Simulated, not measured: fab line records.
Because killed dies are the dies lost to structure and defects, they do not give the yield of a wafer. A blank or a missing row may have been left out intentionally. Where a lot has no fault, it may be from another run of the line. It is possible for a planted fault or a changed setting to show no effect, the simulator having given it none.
Comparing a struck lot with a sound one / flow gf180mcu / 27 out of 602 route steps
Sound: these wafers, L468.2, L468.3, L468.5. Wafers struck: L480.2, L480.3, L480.6. The cause is named last.
For every step that has rows: the tool of each side, followed by ch and its chambers, followed by its first start. Under that, the readings that differ: sound wafers / struck wafers / difference of the means / sigmas: that difference in standard deviations of wafers without a fault.
alike: a reading whose means differ by less than 2 such deviations, as well as words and numbers matching on both sides. not compared: withheld readings; readings where some wafer has no value; bounds like >300 that might hide an equal value; numbers whose values overlap and for which the record gives no deviation.
The two part at a step that has a row with sigmas, a row that says differs or no value, or rows on one side only. When numbers do not overlap yet have no deviation, they are printed without sigmas and do not part them. Lack of a reading on every wafer of one side parts them only where that side has two or more wafers.

GF_HV_LDD_ETCHBACK_58: etches Si3N4 in CH3F/O2, stops on SiO2, time 100 s, target depth 90 nm.
  sound on rie-diel-01 ch 0,1,2, day 14 20:44; struck on rie-diel-01 ch 1,2, day 18 21:22
  alike: drypump-motor-current-A, oes-product-au, throttle-valve-pct
  not compared: rf-hours-counter-h
then, 7 steps without rows for these wafers: GF_NSD_DEHYDRATE_00 (time 60 s); GF_NSD_HMDS_01 (prime time 60 s); GF_NSD_COAT_02 (resist thk 1000 nm); GF_NSD_SOFTBAKE_03 (time 60 s); GF_NSD_EXPOSE_04 (exposes mask Nplus, target cd 400 nm); GF_NSD_PEB_05; GF_NSD_DEVELOP_06 (develop time 60 s).
GF_NSD_CD_MEAS_07 targets a cd of 400 nm.
  struck on cd-sem-01, day 19 22:07; sound on cd-sem-01, day 15 18:02
  alike: cd-nm
GF_NSD_OVL_MEAS_08:
  struck on overlay-01, day 19 22:14; sound on overlay-01, day 15 18:08
  alike: NSD_OVL
then, 2 steps without rows for these wafers: GF_NSD_IMPLANT_09; GF_NSD_IMPLANT_10.
GF_NSD_STRIP_11: strips in O2/N2.
  sound on plasma-asher-01 ch 0,1, day 15 18:28; struck on plasma-asher-01 ch 0,1, day 19 22:34
reading=oes-product-au (a.u.); sound=0.491 0.490 0.491; struck=0.367 0.379 0.367; difference=-0.120; sigmas=-27
reading=strip-time-to-endpoint-s (s); sound=23.01 22.99 22.96; struck=- - -; difference=no value on the struck wafers; sigmas=
reading=model.NOVOLAK_of_NSD_COAT_02.thk-nm (nm); sound=0 0 0; struck=604 605.3 605.6; difference=+605; sigmas=
  alike: drypump-motor-current-A, heater-power-w, o2-flow-sccm
  not compared: rf-hours-counter-h
GF_NSD_TW_MEAS_12:
  struck on film-metro-02, day 19 22:40; sound on film-metro-04, day 15 18:34
  alike: NSD_TW
then, 7 steps without rows for these wafers: GF_PSD_DEHYDRATE_00 (time 60 s); GF_PSD_HMDS_01 (prime time 60 s); GF_PSD_COAT_02 (resist thk 1000 nm); GF_PSD_SOFTBAKE_03 (time 60 s); GF_PSD_EXPOSE_04 (exposes mask Pplus, target cd 400 nm); GF_PSD_PEB_05; GF_PSD_DEVELOP_06 (develop time 60 s).
GF_PSD_CD_MEAS_07 targets a cd of 400 nm.
  struck on cd-sem-02, day 20 22:02; sound on cd-sem-02, day 16 17:28
  alike: cd-nm
GF_PSD_OVL_MEAS_08:
  struck on overlay-02, day 20 22:08; sound on overlay-01, day 16 17:35
  alike: PSD_OVL
after that, 1 step had no rows for these wafers: GF_PSD_IMPLANT_09.
GF_PSD_STRIP_10: strips in O2/N2.
  sound on plasma-asher-02 ch 0,1, day 16 17:46; struck on plasma-asher-02 ch 0,1, day 20 22:19
reading=oes-product-au (a.u.); sound=0.593 0.589 0.590; struck=0.638 0.639 0.629; difference=+0.045; sigmas=+9
reading=strip-time-to-endpoint-s (s); sound=16.58 16.51 16.53; struck=25.64 25.66 25.68; difference=+9.12; sigmas=+99 or more
  alike: drypump-motor-current-A, heater-power-w, o2-flow-sccm
  not compared: rf-hours-counter-h
GF_PSD_TW_MEAS_11:
  struck on film-metro-04, day 20 22:25; sound on film-metro-04, day 16 17:52
reading=PSD_TW; sound=3180 3187 3207; struck=30 30 30; difference=-3161; sigmas=-99 or more
then, 1 step without rows for these wafers: GF_PSD_CLEAN_12 (cleans in SC1/SC2, time 150 s).

## WHERE THEY PART
Earliest at GF_NSD_STRIP_11; latest, in this record, at GF_PSD_TW_MEAS_11.

WHY: the cause the simulator had injected
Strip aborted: plasma-asher-01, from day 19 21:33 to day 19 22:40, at GF_NSD_STRIP_11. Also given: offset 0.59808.
